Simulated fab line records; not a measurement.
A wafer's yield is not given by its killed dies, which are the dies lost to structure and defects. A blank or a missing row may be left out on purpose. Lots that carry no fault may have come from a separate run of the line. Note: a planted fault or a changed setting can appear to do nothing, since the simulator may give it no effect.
Which tool was responsible? / flow gf180mcu / Sampling: 12 lots, 36 wafers, 2 of 602 route steps

WHAT THE GAUGES SHOWED, per wafer
GF_M5_OVL_MEAS_08. Usual: M5_OVL gives -3 nm (standard deviation 6.5).
lot=L564; measured=day 26 22:02; on=overlay-01; M5_OVL (nm)=2 -6 0; flag=
lot=L566; measured=day 27 17:20; on=overlay-02; M5_OVL (nm)=-10 -13 -2; flag=
lot=L567; measured=day 27 20:13; on=overlay-02; M5_OVL (nm)=-13 -4 0; flag=
lot=L568; measured=day 28 05:03; on=overlay-02; M5_OVL (nm)=0 -3 2; flag=
lot=L570; measured=day 29 00:03; on=overlay-02; M5_OVL (nm)=0 -5 -6; flag=
lot=L571; measured=day 29 01:15; on=overlay-01; M5_OVL (nm)=5 4 -2; flag=
lot=L574; measured=day 29 17:31; on=overlay-02; M5_OVL (nm)=5 0 6; flag=
lot=L578; measured=day 31 05:18; on=overlay-02; M5_OVL (nm)=-4 2 -1; flag=
lot=L579; measured=day 31 08:22; on=overlay-01; M5_OVL (nm)=-8 -19 -2; flag=
lot=L581; measured=day 32 00:05; on=overlay-02; M5_OVL (nm)=-11 3 1; flag=
lot=L582; measured=day 32 02:10; on=overlay-01; M5_OVL (nm)=-8 -4 -4; flag=
lot=L585; measured=day 32 22:15; on=overlay-02; M5_OVL (nm)=-13 -15 -13; flag=

TOOL THAT RAN EACH LOT (tool first, then ch and the chambers of the sampled wafers, then the start)
lot=L564; GF_MIM_SPUTTER_03=pvd_sputter-02, day 25 03:20
lot=L566; GF_MIM_SPUTTER_03=pvd_sputter-02, day 26 00:18
lot=L567; GF_MIM_SPUTTER_03=pvd_sputter-01, day 26 02:44
lot=L568; GF_MIM_SPUTTER_03=pvd_sputter-03, day 26 12:02
lot=L570; GF_MIM_SPUTTER_03=pvd_sputter-01, day 27 03:37
lot=L571; GF_MIM_SPUTTER_03=pvd_sputter-03, day 27 08:18
lot=L574; GF_MIM_SPUTTER_03=pvd_sputter-03, day 28 04:04
lot=L578; GF_MIM_SPUTTER_03=pvd_sputter-02, day 29 17:52
lot=L579; GF_MIM_SPUTTER_03=pvd_sputter-02, day 29 19:47
lot=L581; GF_MIM_SPUTTER_03=pvd_sputter-01, day 30 13:27
lot=L582; GF_MIM_SPUTTER_03=pvd_sputter-02, day 30 15:38
lot=L585; GF_MIM_SPUTTER_03=pvd_sputter-01, day 31 11:52
- GF_MIM_SPUTTER_03: material Ti, target thk 10 nm, time 6.7 s.

AS READ BY THE TOOLS THEMSELVES (means over the sampled wafers that have a number; for cases with no such wafer, the mark the record gives instead)
GF_MIM_SPUTTER_03. Usual: substrate_temp_c 300.00 C, standard deviation 0.21; throttle_valve_pct 30.2 %, standard deviation 0.78.
lot=L564; tool=pvd_sputter-02; substrate_temp_c (C)=300.17; throttle_valve_pct (%)=29.9; flag=
lot=L566; tool=pvd_sputter-02; substrate_temp_c (C)=300.09; throttle_valve_pct (%)=30.0; flag=
lot=L567; tool=pvd_sputter-01; substrate_temp_c (C)=299.96; throttle_valve_pct (%)=30.2; flag=
lot=L568; tool=pvd_sputter-03; substrate_temp_c (C)=299.79; throttle_valve_pct (%)=30.9; flag=
lot=L570; tool=pvd_sputter-01; substrate_temp_c (C)=299.60; throttle_valve_pct (%)=29.9; flag=
lot=L571; tool=pvd_sputter-03; substrate_temp_c (C)=299.95; throttle_valve_pct (%)=30.9; flag=
lot=L574; tool=pvd_sputter-03; substrate_temp_c (C)=299.97; throttle_valve_pct (%)=31.5; flag=
lot=L578; tool=pvd_sputter-02; substrate_temp_c (C)=300.06; throttle_valve_pct (%)=30.1; flag=
lot=L579; tool=pvd_sputter-02; substrate_temp_c (C)=299.88; throttle_valve_pct (%)=30.4; flag=
lot=L581; tool=pvd_sputter-01; substrate_temp_c (C)=300.00; throttle_valve_pct (%)=30.0; flag=
lot=L582; tool=pvd_sputter-02; substrate_temp_c (C)=300.14; throttle_valve_pct (%)=29.9; flag=
lot=L585; tool=pvd_sputter-01; substrate_temp_c (C)=300.15; throttle_valve_pct (%)=29.7; flag=

THE ANSWER, worked out from the rows above alone
Rule: take the mean of a lot's wafers that have a number; if it is more than 3 standard deviations from the usual mean, the lot is off. Also off: a lot with no number at a reading for which 4 or more lots have one. Where the step has rows for the other lots, those lots are counted as sound. The gauges are gone through in route order, then the tools' own readings, and for those a lot's mean is taken as printed above. The first step at which some lot is off is used, and at that step the reading that is off furthest; a lot without a number counts as furthest.
No lot is off at any reading shown: from this, nothing can be told.

WHAT THE SIMULATOR PUT IN
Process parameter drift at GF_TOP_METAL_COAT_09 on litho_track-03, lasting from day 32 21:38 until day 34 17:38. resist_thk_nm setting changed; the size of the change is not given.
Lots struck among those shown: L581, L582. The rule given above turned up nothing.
